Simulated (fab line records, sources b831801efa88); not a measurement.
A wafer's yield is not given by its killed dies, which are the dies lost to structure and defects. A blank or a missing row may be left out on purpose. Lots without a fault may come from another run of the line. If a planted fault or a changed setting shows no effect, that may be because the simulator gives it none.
The tool behind it: which one?	flow sky130	72 wafers from 24 lots sampled at 6 of the route's 708 steps

WHAT THE GAUGES READ, wafer by wafer
SKY_GATE_OXIDE_TW_MEAS_14. Usual: GATE_OXIDE_TW gives 226.0 (standard deviation 1.2).
lot	measured	on	GATE_OXIDE_TW	flag
L075	day 13 16:40	film_metro-04	227.0 227.1 227.1	
L074	day 13 21:01	film_metro-02	227.0 226.4 226.6	
L076	day 14 15:38	film_metro-04	226.6 227.4 225.7	
L077	day 14 15:59	film_metro-02	226.1 225.6 225.7	
L078	day 15 05:47	film_metro-04	227.9 228.1 228.1	
L079	day 15 11:51	film_metro-01	223.9 225.5 226.1	
L080	day 15 16:09	film_metro-04	227.0 228.4 227.8	
L081	day 16 02:04	film_metro-01	225.9 225.9 226.5	
L082	day 16 05:46	film_metro-01	225.7 225.7 224.8	
L083	day 17 01:34	film_metro-01	224.7 225.7 227.0	
L084	day 17 06:31	film_metro-04	228.7 228.5 228.4	
L085	day 17 17:22	film_metro-02	226.3 225.7 225.0	
L086	day 18 00:33	film_metro-02	224.5 225.4 224.6	
L087	day 18 05:46	film_metro-02	224.4 225.4 225.3	
L088	day 18 16:05	film_metro-01	224.7 224.9 225.8	
L089	day 18 22:44	film_metro-02	225.2 225.3 226.2	
L090	day 19 08:53	film_metro-01	226.0 227.2 225.5	
L091	day 19 16:40	film_metro-04	227.5 226.2 226.9	
L092	day 20 01:23	film_metro-01	224.3 224.2 226.2	
L093	day 20 06:55	film_metro-01	224.5 224.9 224.5	
L094	day 21 03:08	film_metro-04	227.1 227.1 226.9	
L095	day 21 21:50	film_metro-01	225.1 226.7 226.7	
L097	day 22 08:33	film_metro-01	224.8 224.6 224.2	
L096	day 22 10:12	film_metro-02	224.8 224.6 225.0	

SKY_CONTACT_OVL_MEAS_15. Usual: CONTACT_OVL gives -2 nm (standard deviation 5.6).
lot	measured	on	CONTACT_OVL (nm)	flag
L075	day 31 10:05	overlay-01	2 1 -1	
L074	day 31 12:26	overlay-02	-10 -12 -6	
L076	day 32 00:01	overlay-01	6 3 7	
L077	day 32 05:37	overlay-02	0 -7 -8	
L078	day 32 21:34	overlay-01	2 -3 -6	
L079	day 33 03:37	overlay-01	-1 0 0	
L080	day 33 08:37	overlay-01	-11 -5 -7	
L081	day 33 18:11	overlay-02	-3 -2 4	
L082	day 33 22:56	overlay-02	-8 -8 -6	
L083	day 34 08:58	overlay-01	-9 -8 -3	
L084	day 34 20:26	overlay-01	7 14 7	
L085	day 35 04:34	overlay-01	4 9 -4	
L086	day 35 08:26	overlay-02	4 6 9	
L087	day 35 16:23	overlay-01	-2 -2 2	
L088	day 36 00:08	overlay-02	-13 -5 -5	
L089	day 36 00:28	overlay-02	5 -2 0	
L090	day 36 12:29	overlay-02	2 -10 -10	
L091	day 36 18:19	overlay-02	6 -3 7	
L092	day 36 21:58	overlay-01	-2 3 1	
L093	day 37 01:56	overlay-02	8 -7 -5	
L094	day 38 00:26	overlay-02	1 1 -5	
L095	day 38 12:25	overlay-01	-8 -1 -4	
L097	day 38 19:44	overlay-02	-8 -3 -9	
L096	day 39 05:50	overlay-01	-1 -4 -3	

SKY_CONTACT_THK_MEAS_26: measures by xrf. Usual: CONTACT_W_THK gives 336 nm (standard deviation 7).
lot	measured	on	CONTACT_W_THK (nm)	flag
L075	day 31 11:12	film_metro-04	337 334 336	
L074	day 31 13:29	film_metro-04	332 331 332	
L076	day 32 01:04	film_metro-04	338 349 337	
L077	day 32 06:40	film_metro-04	331 337 336	
L078	day 32 23:02	film_metro-04	330 336 330	
L079	day 33 04:44	film_metro-03	327 330 326	
L080	day 33 09:41	film_metro-04	335 333 338	
L081	day 33 19:14	film_metro-02	331 330 333	
L082	day 33 23:59	film_metro-04	328 335 339	
L083	day 34 10:02	film_metro-02	346 336 336	
L084	day 34 21:30	film_metro-02	362 356 340	
L085	day 35 05:38	film_metro-04	335 337 333	
L086	day 35 09:31	film_metro-04	337 335 330	
L087	day 35 17:27	film_metro-02	332 336 341	
L088	day 36 01:13	film_metro-02	332 326 325	
L089	day 36 01:36	film_metro-04	335 337 337	
L090	day 36 13:33	film_metro-03	332 327 326	
L091	day 36 19:22	film_metro-03	332 323 328	
L092	day 36 23:01	film_metro-02	328 330 336	
L093	day 37 02:59	film_metro-04	347 341 350	
L094	day 38 01:29	film_metro-04	342 338 340	
L095	day 38 13:31	film_metro-03	330 339 327	
L097	day 38 20:47	film_metro-02	332 342 335	
L096	day 39 06:53	film_metro-02	331 332 334	

SKY_METAL2_OVL_MEAS_16. Usual: METAL2_OVL gives 0 nm (standard deviation 6).
lot	measured	on	METAL2_OVL (nm)	flag
L075	day 34 21:47	overlay-01	7 -2 -4	
L074	day 35 01:32	overlay-01	11 9 1	
L076	day 35 12:02	overlay-02	9 -3 6	
L077	day 35 17:32	overlay-01	0 0 0	
L078	day 36 10:02	overlay-02	2 -5 6	
L079	day 36 14:05	overlay-01	-7 8 -6	
L080	day 36 18:59	overlay-01	1 8 -6	
L081	day 37 05:17	overlay-01	10 4 0	
L082	day 37 09:32	overlay-02	-6 6 -3	
L083	day 37 19:56	overlay-02	-14 -4 -7	
L084	day 38 07:11	overlay-02	2 1 0	
L085	day 38 15:16	overlay-02	4 -9 2	
L086	day 38 18:26	overlay-02	5 0 5	
L087	day 39 02:20	overlay-02	4 5 9	
L088	day 39 09:47	overlay-01	-4 8 -2	
L089	day 39 10:39	overlay-02	0 5 -5	
L090	day 39 21:53	overlay-02	-7 6 3	
L091	day 40 03:16	overlay-02	8 -2 -2	
L092	day 40 05:35	overlay-01	1 6 0	
L093	day 40 10:26	overlay-02	-1 -2 6	
L094	day 41 08:23	overlay-02	5 2 4	
L095	day 41 19:53	overlay-01	2 -6 5	
L097	day 42 01:20	overlay-02	6 4 0	
L096	day 42 11:13	overlay-01	-6 -9 9	

EACH LOT AND THE TOOL THAT RAN IT (in order: tool; ch and the chambers of the sampled wafers; start)
lot	SKY_CONTACT_ETCH_17	SKY_CONTACT_STRIP_19
L075	rie_diel-01 ch 1,2,3, day 31 10:10	plasma_asher-03 ch 0,1, day 31 10:15
L074	rie_diel-01 ch 1,2, day 31 12:31	plasma_asher-01 ch 0, day 31 12:36
L076	rie_diel-01 ch 2,3, day 32 00:05	plasma_asher-03 ch 0,1, day 32 00:11
L077	rie_diel-01 ch 0,1,2, day 32 05:41	plasma_asher-01 ch 0,1, day 32 05:47
L078	rie_diel-01 ch 0,2,3, day 32 21:39	plasma_asher-04 ch 0,1, day 32 21:44
L079	rie_diel-01 ch 0,1,3, day 33 03:41	plasma_asher-03 ch 0,1, day 33 03:47
L080	rie_diel-04 ch 0,2,3, day 33 08:41	plasma_asher-01 ch 0,1, day 33 08:47
L081	rie_diel-04 ch 0,1,3, day 33 18:16	plasma_asher-04 ch 0,1, day 33 18:21
L082	rie_diel-04 ch 0,1, day 33 23:01	plasma_asher-03 ch 0,1, day 33 23:06
L083	rie_diel-04 ch 0,1,2, day 34 09:03	plasma_asher-01 ch 0,1, day 34 09:08
L084	rie_diel-02 ch 0,3, day 34 20:31	plasma_asher-03 ch 0,1, day 34 20:38
L085	rie_diel-04 ch 0,1,3, day 35 04:39	plasma_asher-03 ch 0,1, day 35 04:44
L086	rie_diel-01 ch 0,1, day 35 08:30	plasma_asher-03 ch 0,1, day 35 08:37
L087	rie_diel-04 ch 0,3, day 35 16:28	plasma_asher-04 ch 0,1, day 35 16:33
L088	rie_diel-02 ch 0,3, day 36 00:12	plasma_asher-03 ch 0,1, day 36 00:17
L089	rie_diel-04 ch 0,1,2, day 36 00:32	plasma_asher-01 ch 0,1, day 36 00:38
L090	rie_diel-01 ch 1,2, day 36 12:34	plasma_asher-01 ch 1, day 36 12:39
L091	rie_diel-04 ch 0,1,3, day 36 18:23	plasma_asher-01 ch 0,1, day 36 18:29
L092	rie_diel-04 ch 0,1,3, day 36 22:02	plasma_asher-03 ch 0,1, day 36 22:08
L093	rie_diel-01 ch 1,2, day 37 02:00	plasma_asher-04 ch 0,1, day 37 02:07
L094	rie_diel-02 ch 0,1,2, day 38 00:31	plasma_asher-01 ch 0,1, day 38 00:36
L095	rie_diel-01 ch 0,1,2, day 38 12:29	plasma_asher-01 ch 0,1, day 38 12:35
L097	rie_diel-04 ch 0,1, day 38 19:48	plasma_asher-01 ch 0,1, day 38 19:53
L096	rie_diel-02 ch 2,3, day 39 05:54	plasma_asher-01 ch 0,1, day 39 06:01
- SKY_CONTACT_ETCH_17: etches SiO2 in C4F8/O2/Ar, stops on Si3N4, target depth 340 nm.
- SKY_CONTACT_STRIP_19: strips in O2/N2.

WHAT THE TOOLS THEMSELVES READ (means of the sampled wafers that have a number; where no wafer has one, the mark that the record gives instead)
SKY_CONTACT_ETCH_17. Usual: 0.891 a.u. for oes_product_au, sd 0.005.
lot	tool	oes_product_au (a.u.)	flag
L075	rie_diel-01	0.890	
L074	rie_diel-01	0.889	
L076	rie_diel-01	0.893	
L077	rie_diel-01	0.894	
L078	rie_diel-01	0.887	
L079	rie_diel-01	0.895	
L080	rie_diel-04	0.890	
L081	rie_diel-04	0.891	
L082	rie_diel-04	0.894	
L083	rie_diel-04	0.883	
L084	rie_diel-02	0.890	
L085	rie_diel-04	0.891	
L086	rie_diel-01	0.888	
L087	rie_diel-04	0.889	
L088	rie_diel-02	0.897	
L089	rie_diel-04	0.888	
L090	rie_diel-01	0.897	
L091	rie_diel-04	0.890	
L092	rie_diel-04	0.887	
L093	rie_diel-01	0.894	
L094	rie_diel-02	0.892	
L095	rie_diel-01	0.891	
L097	rie_diel-04	0.891	
L096	rie_diel-02	0.897	

SKY_CONTACT_STRIP_19. Usual: drypump_motor_current_A 5.81 A, standard deviation 0.24; oes_product_au 0.381 a.u., standard deviation 0.0043; strip_time_to_endpoint_s 3.62 s, standard deviation 0.038.
lot	tool	drypump_motor_current_A (A)	oes_product_au (a.u.)	strip_time_to_endpoint_s (s)	flag
L075	plasma_asher-03	5.81	0.380	3.61	
L074	plasma_asher-01	5.61	0.379	3.61	
L076	plasma_asher-03	6.05	0.385	3.59	
L077	plasma_asher-01	5.69	0.382	3.60	
L078	plasma_asher-04	5.94	0.380	3.60	
L079	plasma_asher-03	6.03	0.379	3.60	
L080	plasma_asher-01	5.69	0.378	3.61	
L081	plasma_asher-04	5.93	0.383	3.64	
L082	plasma_asher-03	5.83	0.382	3.65	
L083	plasma_asher-01	5.66	0.379	3.66	
L084	plasma_asher-03	5.82	0.380	3.60	
L085	plasma_asher-03	5.83	0.380	3.63	
L086	plasma_asher-03	5.84	0.378	3.61	
L087	plasma_asher-04	5.91	0.378	3.64	
L088	plasma_asher-03	6.05	0.383	3.65	
L089	plasma_asher-01	5.64	0.379	3.64	
L090	plasma_asher-01	5.72	0.377	3.56	
L091	plasma_asher-01	5.67	0.382	3.62	
L092	plasma_asher-03	5.84	0.380	3.63	
L093	plasma_asher-04	5.92	0.381	3.59	
L094	plasma_asher-01	5.69	0.378	3.66	
L095	plasma_asher-01	5.71	0.379	3.60	
L097	plasma_asher-01	5.69	0.382	3.67	
L096	plasma_asher-01	5.66	0.384	3.61	

THE ANSWER, worked out from the rows above alone
Rule: take the mean of a lot's wafers that have a number; if it is more than 3 standard deviations from the usual mean, the lot is off. Also off: a lot with no number at a reading for which 4 or more lots have one. The other lots that the step has rows for count as sound. Order of review: gauges by route order, followed by the tools' own readings, for which a lot's mean as printed above is used. At the first step where some lot is off, the reading lying furthest off is the one used; lots without a number count as furthest.
Nothing can be told from this: no lot is off at any reading shown.

WHAT THE SIMULATOR HAD INSERTED
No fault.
